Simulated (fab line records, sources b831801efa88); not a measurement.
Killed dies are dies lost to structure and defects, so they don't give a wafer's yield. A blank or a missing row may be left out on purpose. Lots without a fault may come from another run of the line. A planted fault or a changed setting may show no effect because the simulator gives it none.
Which tool did it? | flow sky130 | 11 lots, 33 wafers sampled, at 5 steps of a route of 708

WHAT THE GAUGES READ, wafer by wafer
SKY_VIA3_THK_MEAS_01.
lot  | measured     | on            | VIA3_HDPCVD_THK (nm)
L328 | day 39 15:11 | film_metro-03 | 1637 1645 1628
L327 | day 39 17:25 | film_metro-01 | 1625 1622 1606
L329 | day 40 04:27 | film_metro-03 | 1640 1634 1628
L330 | day 40 07:37 | film_metro-01 | 1638 1622 1623
L333 | day 41 00:32 | film_metro-03 | 1626 1653 1631
L335 | day 41 13:07 | film_metro-03 | 1626 1628 1649
L337 | day 42 02:59 | film_metro-01 | 2471 1631 1637
L338 | day 42 10:11 | film_metro-02 | 1631 2470 1638
L340 | day 42 22:11 | film_metro-03 | 1664 1649 1636
L341 | day 43 05:47 | film_metro-01 | 1614 1626 1646
L347 | day 44 16:37 | film_metro-01 | 1650 1658 1642

WHICH TOOL RAN EACH LOT (tool, then ch and the chambers of the sampled wafers, then the start)
lot  | SKY_METAL2_SPUTTER_03        | SKY_METAL2_DESCUM_17              | SKY_METAL2_STRIP_20                  | SKY_VIA3_HDPCVD_00
L328 | pvd_sputter-04, day 35 04:01 | rie_metal-04 ch 0,1, day 36 07:49 | plasma_asher-03 ch 0,1, day 36 07:59 | hdpcvd-02 ch 0,1,2, day 39 15:00
L327 | pvd_sputter-03, day 35 06:01 | rie_metal-03 ch 0,1, day 36 08:42 | plasma_asher-03 ch 0,1, day 36 08:54 | hdpcvd-02 ch 0,1, day 39 17:13
L329 | pvd_sputter-03, day 35 18:04 | rie_metal-03 ch 1, day 36 20:34   | plasma_asher-01 ch 0,1, day 36 20:56 | hdpcvd-02 ch 0,1,2, day 40 04:17
L330 | pvd_sputter-03, day 35 21:18 | rie_metal-01 ch 0,1, day 36 23:22 | plasma_asher-04 ch 0,1, day 36 23:34 | hdpcvd-02 ch 1,2, day 40 07:26
L333 | pvd_sputter-01, day 36 15:34 | rie_metal-04 ch 0,1, day 37 17:20 | plasma_asher-01 ch 0,1, day 37 17:31 | hdpcvd-01 ch 0,1,2, day 41 00:22
L335 | pvd_sputter-04, day 37 05:21 | rie_metal-01 ch 0,1, day 38 07:16 | plasma_asher-04 ch 0,1, day 38 07:26 | hdpcvd-01 ch 0,1, day 41 12:56
L337 | pvd_sputter-04, day 37 21:14 | rie_metal-01 ch 0,1, day 38 22:01 | plasma_asher-04 ch 0,1, day 38 22:11 | hdpcvd-01 ch 0,2, day 42 02:49
L338 | pvd_sputter-01, day 38 02:41 | rie_metal-03 ch 0,1, day 39 04:31 | plasma_asher-03 ch 0,1, day 39 04:44 | hdpcvd-01 ch 1,2, day 42 09:59
L340 | pvd_sputter-04, day 38 16:31 | rie_metal-01 ch 1, day 39 17:59   | plasma_asher-04 ch 1, day 39 18:10   | hdpcvd-02 ch 0,1, day 42 22:01
L341 | pvd_sputter-03, day 39 01:10 | rie_metal-01 ch 1, day 40 01:34   | plasma_asher-03 ch 0,1, day 40 01:46 | hdpcvd-02 ch 1,2, day 43 05:37
L347 | pvd_sputter-04, day 40 14:11 | rie_metal-04 ch 0,1, day 41 13:40 | plasma_asher-01 ch 0,1, day 41 13:50 | hdpcvd-02 ch 0,2, day 44 16:27
- SKY_METAL2_SPUTTER_03: material Ti, target thk 5 nm, time 3.3 s.
- SKY_METAL2_DESCUM_17: chemistry O2, time 8 s.
- SKY_METAL2_STRIP_20: strips in O2/N2.
- SKY_VIA3_HDPCVD_00: deposits SiO2, target thk 1635 nm, time 272.5 s.

THE ANSWER, worked out from the rows above alone
Rule: what is usual is taken from the lots themselves. Put in order of their means at a reading, lots are off if they are a third of the lots or fewer, leave a main group of 4 or more, and stand apart from it by a gap of 3 or more times the standard deviation of the main group's means; of several such gaps the widest counts. A main group whose means are all the same, to the digits that the tables above print for the reading, isn't used. A lot without any number at a reading at which 4 lots or more have one is off too. The other lots that the step has rows for count as sound.
Off: L337, L338, at SKY_VIA3_THK_MEAS_01 (VIA3_HDPCVD_THK). The main group: mean 1635 nm, standard deviation 9.7.
A tool fits if, at a process step before that reading, it ran every lot that is off, and no sound lot after the first of them. The gauges at SKY_VIA3_THK_MEAS_01 are tried like those tools. One fits: hdpcvd-01 at SKY_VIA3_HDPCVD_00. Its last sound lot is L335 (day 41 12:56), its first lot that is off L337 (day 42 02:49): a fault that began between those two fits.

WHAT THE SIMULATOR HAD PUT IN
Process parameter drift: hdpcvd-01, from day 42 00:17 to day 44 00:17, at SKY_VIA3_HDPCVD_00. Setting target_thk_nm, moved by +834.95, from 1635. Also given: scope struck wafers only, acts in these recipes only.
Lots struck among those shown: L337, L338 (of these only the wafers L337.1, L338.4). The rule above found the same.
